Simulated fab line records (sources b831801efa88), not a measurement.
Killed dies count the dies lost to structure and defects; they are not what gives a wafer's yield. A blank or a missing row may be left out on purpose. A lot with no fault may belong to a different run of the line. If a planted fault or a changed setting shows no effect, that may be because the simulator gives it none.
fab line records / flow sky130
[record] lots = 14 wafers = 41 last_day = 50
route steps=708 shown VIA3@587
lots with no fault: from the same line, run without faults
start_h: the number of hours between the record's first day and the start of the first shown wafer of the lot / wait_h: time in hours since the lot's previous step / " as in the row above / L1.1+2: one row covering several wafers at once / - no value, or no start was given / * or withheld: withheld / < > ~ a bound
route shown NAME@n: NAME is a module with steps in the file, n the number in the route of the first one / usual: the fault-free wafers' mean and standard deviation / same: alike in all rows / chamber/n: place in a boat / sites: per-site readings / _std_site: how widely they spread, as a standard deviation / _edge_site: inner sites' mean taken away from outer sites' mean / radius_mm: for every site, how far away it sits from the centre of the wafer / mask NAME#n: copy n / behind: tool/chamber where the wafer was last shaped / hold: cause of the lot's hold/its duration in hours/its outcome / device: the n, p or np transistor that did not switch / end of line: the tests these same wafers got at the end of their route / where a step has no rows: the recipe by itself / killed: at the first sort, the dies lost to defects and structure; wafer yield is something else / map: a wafer's dies, marking killed ones x, the rest . and places with no die _
set.NAME: the setting the step ran with; set.NAME@STEP: the setting that earlier step ran with / model.NAME: the simulator's own value behind a step, which no gauge read
steps of the route over a sample of lots; a table a step, a row a wafer
services: when a tool's chamber went out of use (start_h, in hours from the record's first day, below 0 if earlier), for how many hours, and the reason
[[steps]]
[step SKY_VIA3_ETCH_14]
[recipe] chemistry = N2/H2 target = BARC ion_energy_ev = 200 source_w = 500 bias_w = 100 pressure_mtorr = 30 n2_flow_sccm = 100 h2_flow_sccm = 200 stop_on = SiO2 time_s = 45.9 target_depth_a = 600
[usual] drypump_motor_current_A = 5.8/0.36 oes_product_au = 0.855/0.0044 run_length_s = 74.3/0.42 throttle_valve_pct = 13.225/0.0094
lot.wafer=L611.1 tool=rie_diel-01 chamber=3 start_h=929.23 wait_h=0.0 drypump_motor_current_A=6.2 oes_product_au=0.858 rf_hours_counter_h=11 run_length_s=73.8 throttle_valve_pct=13.232
lot.wafer=L611.2 tool=rie_diel-01 chamber=0 start_h=929.23 wait_h=0.0 drypump_motor_current_A=5.0 oes_product_au=0.855 rf_hours_counter_h=12 run_length_s=74.1 throttle_valve_pct=13.236
lot.wafer=L611.6 tool=rie_diel-01 chamber=1 start_h=929.23 wait_h=0.0 drypump_motor_current_A=5.9 oes_product_au=0.855 rf_hours_counter_h=- run_length_s=74.7 throttle_valve_pct=13.206
lot.wafer=L613.1 tool=rie_diel-04 chamber=1 start_h=946.47 wait_h=0.0 drypump_motor_current_A=5.3 oes_product_au=0.852 rf_hours_counter_h=15 run_length_s=73.9 throttle_valve_pct=13.207
lot.wafer=L613.4 tool=rie_diel-04 chamber=2 start_h=946.47 wait_h=0.0 drypump_motor_current_A=5.6 oes_product_au=0.854 rf_hours_counter_h=- run_length_s=74.4 throttle_valve_pct=13.216
lot.wafer=L613.6 tool=rie_diel-04 chamber=1 start_h=946.47 wait_h=0.0 drypump_motor_current_A=5.3 oes_product_au=0.860 rf_hours_counter_h=- run_length_s=74.1 throttle_valve_pct=13.217
lot.wafer=L614.3 tool=rie_diel-02 chamber=3 start_h=951.58 wait_h=0.0 drypump_motor_current_A=5.9 oes_product_au=0.850 rf_hours_counter_h=7 run_length_s=74.0 throttle_valve_pct=13.222
lot.wafer=L614.5 tool=rie_diel-02 chamber=0 start_h=951.58 wait_h=0.0 drypump_motor_current_A=5.8 oes_product_au=0.853 rf_hours_counter_h=- run_length_s=74.1 throttle_valve_pct=13.215
lot.wafer=L614.6 tool=rie_diel-02 chamber=1 start_h=951.58 wait_h=0.0 drypump_motor_current_A=5.9 oes_product_au=0.859 rf_hours_counter_h=- run_length_s=74.6 throttle_valve_pct=13.225
lot.wafer=L615.1 tool=rie_diel-01 chamber=3 start_h=957.07 wait_h=0.0 drypump_motor_current_A=6.2 oes_product_au=0.853 rf_hours_counter_h=12 run_length_s=73.7 throttle_valve_pct=13.226
lot.wafer=L615.3 tool=rie_diel-01 chamber=2 start_h=957.07 wait_h=0.0 drypump_motor_current_A=6.2 oes_product_au=0.848 rf_hours_counter_h=16 run_length_s=75.3 throttle_valve_pct=13.220
lot.wafer=L615.4 tool=rie_diel-01 chamber=0 start_h=957.07 wait_h=0.0 drypump_motor_current_A=5.0 oes_product_au=0.858 rf_hours_counter_h=13 run_length_s=74.4 throttle_valve_pct=13.252
lot.wafer=L617.2 tool=rie_diel-01 chamber=0 start_h=968.48 wait_h=0.0 drypump_motor_current_A=5.0 oes_product_au=0.852 rf_hours_counter_h=13 run_length_s=74.5 throttle_valve_pct=13.236
lot.wafer=L617.3 tool=rie_diel-01 chamber=2 start_h=968.48 wait_h=0.0 drypump_motor_current_A=6.2 oes_product_au=0.863 rf_hours_counter_h=17 run_length_s=75.0 throttle_valve_pct=13.225
lot.wafer=L617.4 tool=rie_diel-01 chamber=3 start_h=968.48 wait_h=0.0 drypump_motor_current_A=6.3 oes_product_au=0.851 rf_hours_counter_h=12 run_length_s=74.4 throttle_valve_pct=13.228
lot.wafer=L616.1 tool=rie_diel-04 chamber=3 start_h=969.63 wait_h=0.0 drypump_motor_current_A=5.7 oes_product_au=0.856 rf_hours_counter_h=3 run_length_s=73.8 throttle_valve_pct=13.229
lot.wafer=L616.2 tool=rie_diel-04 chamber=0 start_h=969.63 wait_h=0.0 drypump_motor_current_A=6.0 oes_product_au=0.859 rf_hours_counter_h=11 run_length_s=74.6 throttle_valve_pct=13.227
lot.wafer=L616.4 tool=rie_diel-04 chamber=2 start_h=969.63 wait_h=0.0 drypump_motor_current_A=5.6 oes_product_au=0.852 rf_hours_counter_h=25 run_length_s=74.2 throttle_valve_pct=13.231
lot.wafer=L618.1 tool=rie_diel-04 chamber=3 start_h=981.13 wait_h=0.0 drypump_motor_current_A=5.8 oes_product_au=0.866 rf_hours_counter_h=3 run_length_s=74.1 throttle_valve_pct=13.220
lot.wafer=L618.2 tool=rie_diel-04 chamber=1 start_h=981.13 wait_h=0.0 drypump_motor_current_A=5.4 oes_product_au=0.863 rf_hours_counter_h=16 run_length_s=74.6 throttle_valve_pct=13.225
lot.wafer=L618.5 tool=rie_diel-04 chamber=0 start_h=981.13 wait_h=0.0 drypump_motor_current_A=6.1 oes_product_au=0.857 rf_hours_counter_h=- run_length_s=75.0 throttle_valve_pct=13.206
lot.wafer=L619.2 tool=rie_diel-04 chamber=2 start_h=989.83 wait_h=0.0 drypump_motor_current_A=5.6 oes_product_au=0.848 rf_hours_counter_h=25 run_length_s=74.2 throttle_valve_pct=13.233
lot.wafer=L619.5 tool=rie_diel-04 chamber=2 start_h=989.83 wait_h=0.0 drypump_motor_current_A=5.6 oes_product_au=0.854 rf_hours_counter_h=- run_length_s=74.3 throttle_valve_pct=13.230
lot.wafer=L619.6 tool=rie_diel-04 chamber=3 start_h=989.83 wait_h=0.0 drypump_motor_current_A=5.7 oes_product_au=0.851 rf_hours_counter_h=- run_length_s=74.0 throttle_valve_pct=13.219
lot.wafer=L620.1 tool=rie_diel-02 chamber=2 start_h=995.21 wait_h=0.0 drypump_motor_current_A=5.8 oes_product_au=0.854 rf_hours_counter_h=10 run_length_s=74.0 throttle_valve_pct=13.229
lot.wafer=L620.4 tool=rie_diel-02 chamber=1 start_h=995.21 wait_h=0.0 drypump_motor_current_A=5.9 oes_product_au=0.856 rf_hours_counter_h=21 run_length_s=74.4 throttle_valve_pct=13.226
lot.wafer=L620.5 tool=rie_diel-02 chamber=3 start_h=995.21 wait_h=0.0 drypump_motor_current_A=5.9 oes_product_au=0.856 rf_hours_counter_h=- run_length_s=74.6 throttle_valve_pct=13.220
lot.wafer=L627.1 tool=rie_diel-01 chamber=0 start_h=1048.32 wait_h=0.0 drypump_motor_current_A=5.0 oes_product_au=0.855 rf_hours_counter_h=16 run_length_s=74.1 throttle_valve_pct=13.222
lot.wafer=L627.2 tool=rie_diel-01 chamber=1 start_h=1048.32 wait_h=0.0 drypump_motor_current_A=5.9 oes_product_au=0.993 rf_hours_counter_h=13 run_length_s=64.2 throttle_valve_pct=13.240
lot.wafer=L628.1 tool=rie_diel-01 chamber=1 start_h=1051.63 wait_h=0.0 drypump_motor_current_A=5.9 oes_product_au=0.853 rf_hours_counter_h=13 run_length_s=74.5 throttle_valve_pct=13.206
lot.wafer=L628.4 tool=rie_diel-01 chamber=0 start_h=1051.63 wait_h=0.0 drypump_motor_current_A=5.0 oes_product_au=0.854 rf_hours_counter_h=16 run_length_s=74.6 throttle_valve_pct=13.231
lot.wafer=L628.6 tool=rie_diel-01 chamber=0 start_h=1051.63 wait_h=0.0 drypump_motor_current_A=5.0 oes_product_au=1.001 rf_hours_counter_h=- run_length_s=64.1 throttle_valve_pct=13.244
lot.wafer=L631.1 tool=rie_diel-02 chamber=0 start_h=1062.68 wait_h=0.0 drypump_motor_current_A=5.9 oes_product_au=0.852 rf_hours_counter_h=23 run_length_s=74.7 throttle_valve_pct=13.230
lot.wafer=L631.2 tool=rie_diel-02 chamber=1 start_h=1062.68 wait_h=0.0 drypump_motor_current_A=5.9 oes_product_au=0.852 rf_hours_counter_h=24 run_length_s=74.7 throttle_valve_pct=13.231
lot.wafer=L631.4 tool=rie_diel-02 chamber=2 start_h=1062.68 wait_h=0.0 drypump_motor_current_A=5.9 oes_product_au=0.851 rf_hours_counter_h=12 run_length_s=73.5 throttle_valve_pct=13.222
lot.wafer=L632.2 tool=rie_diel-04 chamber=0 start_h=1069.33 wait_h=0.0 drypump_motor_current_A=6.0 oes_product_au=0.860 rf_hours_counter_h=14 run_length_s=74.6 throttle_valve_pct=13.219
lot.wafer=L632.3 tool=rie_diel-04 chamber=3 start_h=1069.33 wait_h=0.0 drypump_motor_current_A=5.7 oes_product_au=0.856 rf_hours_counter_h=6 run_length_s=74.1 throttle_valve_pct=13.212
lot.wafer=L632.6 tool=rie_diel-04 chamber=3 start_h=1069.33 wait_h=0.0 drypump_motor_current_A=5.8 oes_product_au=0.854 rf_hours_counter_h=- run_length_s=74.0 throttle_valve_pct=13.224
lot.wafer=L633.2 tool=rie_diel-02 chamber=0 start_h=1077.82 wait_h=0.0 drypump_motor_current_A=5.8 oes_product_au=0.846 rf_hours_counter_h=23 run_length_s=74.2 throttle_valve_pct=13.218
lot.wafer=L633.3 tool=rie_diel-02 chamber=2 start_h=1077.82 wait_h=0.0 drypump_motor_current_A=5.9 oes_product_au=0.856 rf_hours_counter_h=13 run_length_s=73.6 throttle_valve_pct=13.232
lot.wafer=L633.4 tool=rie_diel-02 chamber=0 start_h=1077.82 wait_h=0.0 drypump_motor_current_A=5.8 oes_product_au=0.856 rf_hours_counter_h=- run_length_s=74.5 throttle_valve_pct=13.229
[step SKY_VIA3_STRIP_16]
[recipe] chemistry = O2/N2 power_w = 1400 pressure_mtorr = 1500 platen_temp_c = withheld o2_flow_sccm = 3000 n2_flow_sccm = 300 overash_fraction = 0.5
[usual] drypump_motor_current_A = 5.81/0.16 oes_product_au = 0.402/0.0045 strip_time_to_endpoint_s = 4.137/0.024
lot.wafer=L611.1 tool=plasma_asher-04 chamber=0 start_h=929.33 wait_h=0.0 drypump_motor_current_A=5.78 oes_product_au=0.401 rf_hours_counter_h=17 strip_time_to_endpoint_s=4.106
lot.wafer=L611.2 tool=plasma_asher-04 chamber=1 start_h=929.33 wait_h=0.0 drypump_motor_current_A=5.85 oes_product_au=0.408 rf_hours_counter_h=17 strip_time_to_endpoint_s=4.116
lot.wafer=L611.6 tool=plasma_asher-04 chamber=0 start_h=929.33 wait_h=0.0 drypump_motor_current_A=5.76 oes_product_au=0.400 rf_hours_counter_h=- strip_time_to_endpoint_s=4.150
lot.wafer=L613.1 tool=plasma_asher-03 chamber=1 start_h=946.57 wait_h=0.0 drypump_motor_current_A=5.98 oes_product_au=0.397 rf_hours_counter_h=51 strip_time_to_endpoint_s=4.108
lot.wafer=L613.4 tool=plasma_asher-03 chamber=1 start_h=946.57 wait_h=0.0 drypump_motor_current_A=5.98 oes_product_au=0.395 rf_hours_counter_h=- strip_time_to_endpoint_s=4.145
lot.wafer=L613.6 tool=plasma_asher-03 chamber=0 start_h=946.57 wait_h=0.0 drypump_motor_current_A=5.81 oes_product_au=0.394 rf_hours_counter_h=- strip_time_to_endpoint_s=4.115
lot.wafer=L614.3 tool=plasma_asher-04 chamber=0 start_h=951.71 wait_h=0.1 drypump_motor_current_A=5.78 oes_product_au=0.409 rf_hours_counter_h=- strip_time_to_endpoint_s=4.116
lot.wafer=L614.5 tool=plasma_asher-04 chamber=0 start_h=951.71 wait_h=0.1 drypump_motor_current_A=5.79 oes_product_au=0.400 rf_hours_counter_h=- strip_time_to_endpoint_s=4.126
lot.wafer=L614.6 tool=plasma_asher-04 chamber=1 start_h=951.71 wait_h=0.1 drypump_motor_current_A=5.92 oes_product_au=0.407 rf_hours_counter_h=- strip_time_to_endpoint_s=4.133
lot.wafer=L615.1 tool=plasma_asher-04 chamber=0 start_h=957.17 wait_h=0.0 drypump_motor_current_A=5.78 oes_product_au=0.400 rf_hours_counter_h=20 strip_time_to_endpoint_s=4.110
lot.wafer=L615.3 tool=plasma_asher-04 chamber=0 start_h=957.17 wait_h=0.0 drypump_motor_current_A=5.80 oes_product_au=0.399 rf_hours_counter_h=- strip_time_to_endpoint_s=4.157
lot.wafer=L615.4 tool=plasma_asher-04 chamber=1 start_h=957.17 wait_h=0.0 drypump_motor_current_A=5.83 oes_product_au=0.404 rf_hours_counter_h=- strip_time_to_endpoint_s=4.138
lot.wafer=L617.2 tool=plasma_asher-04 chamber=0 start_h=968.58 wait_h=0.0 drypump_motor_current_A=5.78 oes_product_au=0.399 rf_hours_counter_h=21 strip_time_to_endpoint_s=4.136
lot.wafer=L617.3 tool=plasma_asher-04 chamber=1 start_h=968.58 wait_h=0.0 drypump_motor_current_A=5.82 oes_product_au=0.411 rf_hours_counter_h=- strip_time_to_endpoint_s=4.155
lot.wafer=L617.4 tool=plasma_asher-04 chamber=0 start_h=968.58 wait_h=0.0 drypump_motor_current_A=5.79 oes_product_au=0.408 rf_hours_counter_h=- strip_time_to_endpoint_s=4.120
lot.wafer=L616.1 tool=plasma_asher-04 chamber=0 start_h=969.73 wait_h=0.0 drypump_motor_current_A=5.79 oes_product_au=0.402 rf_hours_counter_h=21 strip_time_to_endpoint_s=4.148
lot.wafer=L616.2 tool=plasma_asher-04 chamber=1 start_h=969.73 wait_h=0.0 drypump_motor_current_A=5.85 oes_product_au=0.404 rf_hours_counter_h=21 strip_time_to_endpoint_s=4.151
lot.wafer=L616.4 tool=plasma_asher-04 chamber=1 start_h=969.73 wait_h=0.0 drypump_motor_current_A=5.86 oes_product_au=0.409 rf_hours_counter_h=- strip_time_to_endpoint_s=4.148
lot.wafer=L618.1 tool=plasma_asher-03 chamber=1 start_h=981.23 wait_h=0.0 drypump_motor_current_A=5.95 oes_product_au=0.394 rf_hours_counter_h=55 strip_time_to_endpoint_s=4.155
lot.wafer=L618.2 tool=plasma_asher-03 chamber=0 start_h=981.23 wait_h=0.0 drypump_motor_current_A=5.81 oes_product_au=0.402 rf_hours_counter_h=55 strip_time_to_endpoint_s=4.137
lot.wafer=L618.5 tool=plasma_asher-03 chamber=1 start_h=981.23 wait_h=0.0 drypump_motor_current_A=5.97 oes_product_au=0.398 rf_hours_counter_h=- strip_time_to_endpoint_s=4.149
lot.wafer=L619.2 tool=plasma_asher-01 chamber=1 start_h=989.93 wait_h=0.0 drypump_motor_current_A=5.73 oes_product_au=0.399 rf_hours_counter_h=121 strip_time_to_endpoint_s=4.158
lot.wafer=L619.5 tool=plasma_asher-01 chamber=0 start_h=989.93 wait_h=0.0 drypump_motor_current_A=5.26 oes_product_au=0.404 rf_hours_counter_h=- strip_time_to_endpoint_s=4.138
lot.wafer=L619.6 tool=plasma_asher-01 chamber=1 start_h=989.93 wait_h=0.0 drypump_motor_current_A=5.72 oes_product_au=0.406 rf_hours_counter_h=- strip_time_to_endpoint_s=4.125
lot.wafer=L620.1 tool=plasma_asher-03 chamber=1 start_h=995.31 wait_h=0.0 drypump_motor_current_A=5.94 oes_product_au=0.403 rf_hours_counter_h=56 strip_time_to_endpoint_s=4.152
lot.wafer=L620.4 tool=plasma_asher-03 chamber=0 start_h=995.31 wait_h=0.0 drypump_motor_current_A=5.85 oes_product_au=0.397 rf_hours_counter_h=- strip_time_to_endpoint_s=4.152
lot.wafer=L620.5 tool=plasma_asher-03 chamber=1 start_h=995.31 wait_h=0.0 drypump_motor_current_A=5.93 oes_product_au=0.404 rf_hours_counter_h=- strip_time_to_endpoint_s=4.164
lot.wafer=L627.1 tool=plasma_asher-03 chamber=0 start_h=1048.42 wait_h=0.0 drypump_motor_current_A=5.81 oes_product_au=0.396 rf_hours_counter_h=60 strip_time_to_endpoint_s=4.143
lot.wafer=L627.2 tool=plasma_asher-03 chamber=1 start_h=1048.42 wait_h=0.0 drypump_motor_current_A=5.95 oes_product_au=0.407 rf_hours_counter_h=60 strip_time_to_endpoint_s=4.275
lot.wafer=L628.1 tool=plasma_asher-04 chamber=0 start_h=1051.73 wait_h=0.0 drypump_motor_current_A=5.77 oes_product_au=0.405 rf_hours_counter_h=29 strip_time_to_endpoint_s=4.180
lot.wafer=L628.4 tool=plasma_asher-04 chamber=0 start_h=1051.73 wait_h=0.0 drypump_motor_current_A=5.74 oes_product_au=0.404 rf_hours_counter_h=- strip_time_to_endpoint_s=4.130
lot.wafer=L628.6 tool=plasma_asher-04 chamber=1 start_h=1051.73 wait_h=0.0 drypump_motor_current_A=5.89 oes_product_au=0.404 rf_hours_counter_h=- strip_time_to_endpoint_s=4.231
lot.wafer=L631.1 tool=plasma_asher-03 chamber=0 start_h=1062.78 wait_h=0.0 drypump_motor_current_A=5.83 oes_product_au=0.407 rf_hours_counter_h=63 strip_time_to_endpoint_s=4.128
lot.wafer=L631.2 tool=plasma_asher-03 chamber=1 start_h=1062.78 wait_h=0.0 drypump_motor_current_A=5.93 oes_product_au=0.401 rf_hours_counter_h=63 strip_time_to_endpoint_s=4.114
lot.wafer=L631.4 tool=plasma_asher-03 chamber=1 start_h=1062.78 wait_h=0.0 drypump_motor_current_A=5.96 oes_product_au=0.403 rf_hours_counter_h=- strip_time_to_endpoint_s=4.137
lot.wafer=L632.2 tool=plasma_asher-03 chamber=0 start_h=1069.43 wait_h=0.0 drypump_motor_current_A=5.85 oes_product_au=0.403 rf_hours_counter_h=63 strip_time_to_endpoint_s=4.151
lot.wafer=L632.3 tool=plasma_asher-03 chamber=0 start_h=1069.43 wait_h=0.0 drypump_motor_current_A=5.83 oes_product_au=0.398 rf_hours_counter_h=- strip_time_to_endpoint_s=4.144
lot.wafer=L632.6 tool=plasma_asher-03 chamber=1 start_h=1069.43 wait_h=0.0 drypump_motor_current_A=5.94 oes_product_au=0.411 rf_hours_counter_h=- strip_time_to_endpoint_s=4.147
lot.wafer=L633.2 tool=plasma_asher-04 chamber=1 start_h=1077.92 wait_h=0.0 drypump_motor_current_A=5.89 oes_product_au=0.406 rf_hours_counter_h=32 strip_time_to_endpoint_s=4.137
lot.wafer=L633.3 tool=plasma_asher-04 chamber=1 start_h=1077.92 wait_h=0.0 drypump_motor_current_A=5.86 oes_product_au=0.400 rf_hours_counter_h=- strip_time_to_endpoint_s=4.123
lot.wafer=L633.4 tool=plasma_asher-04 chamber=0 start_h=1077.92 wait_h=0.0 drypump_motor_current_A=5.80 oes_product_au=0.401 rf_hours_counter_h=- strip_time_to_endpoint_s=4.149
[[services]]
tool=rie_diel-02 chamber=- start_h=916.76 hours=1.3 kind=repair
tool=plasma_asher-03 chamber=- start_h=919.08 hours=3.2 kind=repair
tool=rie_diel-04 chamber=- start_h=919.87 hours=15.6 kind=pm
tool=rie_diel-04 chamber=3 start_h=936.56 hours=18.8 kind=repair
tool=rie_diel-04 chamber=0 start_h=940.90 hours=3.8 kind=repair
tool=rie_diel-02 chamber=1 start_h=952.13 hours=5.0 kind=repair
tool=rie_diel-04 chamber=2 start_h=958.07 hours=9.2 kind=repair
tool=rie_diel-04 chamber=2 start_h=978.66 hours=3.6 kind=repair
tool=rie_diel-04 chamber=3 start_h=995.21 hours=3.6 kind=repair
tool=plasma_asher-04 chamber=- start_h=1004.67 hours=1.3 kind=repair
tool=plasma_asher-03 chamber=- start_h=1009.32 hours=9.9 kind=repair
tool=plasma_asher-03 chamber=- start_h=1021.09 hours=0.5 kind=repair
tool=rie_diel-02 chamber=1 start_h=1022.30 hours=3.3 kind=repair
tool=rie_diel-02 chamber=1 start_h=1048.64 hours=1.6 kind=repair
tool=plasma_asher-01 chamber=- start_h=1055.25 hours=9.0 kind=pm
tool=plasma_asher-01 chamber=0 start_h=1055.25 hours=9.0 kind=vent_cycle
tool=plasma_asher-01 chamber=1 start_h=1055.25 hours=9.0 kind=vent_cycle
tool=plasma_asher-01 chamber=0 start_h=1064.25 hours=- kind=clean
tool=plasma_asher-01 chamber=1 start_h=1064.25 hours=- kind=clean
tool=rie_diel-02 chamber=1 start_h=1069.57 hours=15.1 kind=repair
[[key]]
[first_sign] step = SKY_VIA3_ETCH_14 reading = oes_product_au direction = up sigmas = 32 usual = 0.855 struck = 0.997
[effect] step = SKY_VIA3_ETCH_14 reading = run_length_s direction = down sigmas = 24 usual = * struck = *
[effect] step = SKY_VIA3_STRIP_16 reading = strip_time_to_endpoint_s direction = up sigmas = 4.9 usual = * struck = *
met_at SKY_VIA3_ETCH_14
struck_lots L627,L628
struck_wafers L627.2,L628.6
sort_left_out L627.2,L628.6
onset_between 968.48 1048.32
[fault] kind = process_parameter_drift tool = rie_diel-01 chamber = - onset_h = 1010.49 steps = SKY_VIA3_ETCH_14 channel = time_s offset = * shape = step end_h = 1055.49 scope = struck_wafers_only acts_in = * stated = *
// sort_left_out: the simulated sort isn't trusted on such a fault, so these wafers' sort isn't shown, and their yield isn't known
